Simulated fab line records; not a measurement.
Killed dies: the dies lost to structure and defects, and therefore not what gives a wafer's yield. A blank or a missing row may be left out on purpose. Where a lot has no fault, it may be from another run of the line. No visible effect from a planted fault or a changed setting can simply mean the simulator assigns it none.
2 desks, one fault | flow sky130 | numbers are kept per desk, each desk with only its own; the story behind them comes last

AT THE METROLOGY DESK
What the gauges read, lot by lot, whatever tool the lot ran on: means of the sampled wafers that have a number. A lot is out of limits, marked OUT, if its mean lies more than 4 standard deviations from the usual mean; the brackets give that distance.
Columns: A = VIA3_W_RS at SKY_VIA3_RS_MEAS_22, usual 0.296 ohm/sq; B = VIA3_W_THK at SKY_VIA3_THK_MEAS_23, usual 379 nm
lot  | first seen here | A     | B
L105 | day 39 06:41    | 0.292 | 389
L112 | day 41 21:14    | 0.296 | 382
L120 | day 44 01:44    | 0.295 | 381
L122 | day 44 18:34    | 0.296 | 381
L124 | day 45 22:04    | 0.299 | 369
Result from this desk: across the 5 lots, nothing is out of limits.

DESK OF THE TOOL OWNER: pvd-sputter-02
The tool's own readings at SKY_METAL4_SPUTTER_04 (material TiN, target thk 70 nm, time 58.3 s): means of the sampled wafers that have a number, for each lot that ran on this tool. A lot is out of limits, marked OUT, if its mean lies more than 4 standard deviations from the usual mean; the brackets give that distance.
Columns: A = chamber-pressure-pa at SKY_METAL4_SPUTTER_04, usual 0.4001 Pa; B = throttle-valve-pct at SKY_METAL4_SPUTTER_04, usual 29.8 %
lot  | first seen here | A                | B
L105 | day 39 07:17    | 0.4007           | 31.1
L120 | day 44 02:17    | 0.3903 (-12) OUT | 30.6
This desk finds L120 out of limits, L120 being first, at day 44 02:17 (chamber-pressure-pa at SKY_METAL4_SPUTTER_04). L105 stayed within limits.

PUT TOGETHER
On L120, at day 44 02:17, an alarm was possible from the tool owner's desk.
Metrology desk: nothing out of limits seen.
The metrology desk has L120 on record, within its limits.
Every lot named ran SKY_METAL4_SPUTTER_04 on pvd-sputter-02.

WHAT THE SIMULATOR PUT IN
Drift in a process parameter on pvd-sputter-02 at SKY_METAL4_SPUTTER_04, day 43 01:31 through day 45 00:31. The setting chamber-pressure-pa was moved by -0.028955, starting from 0.4. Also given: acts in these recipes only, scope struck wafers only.
Shown lots that were struck: L120.
How many hours passed from the start of the fault until each desk's first out-of-limits reading: the tool owner's desk, 25.
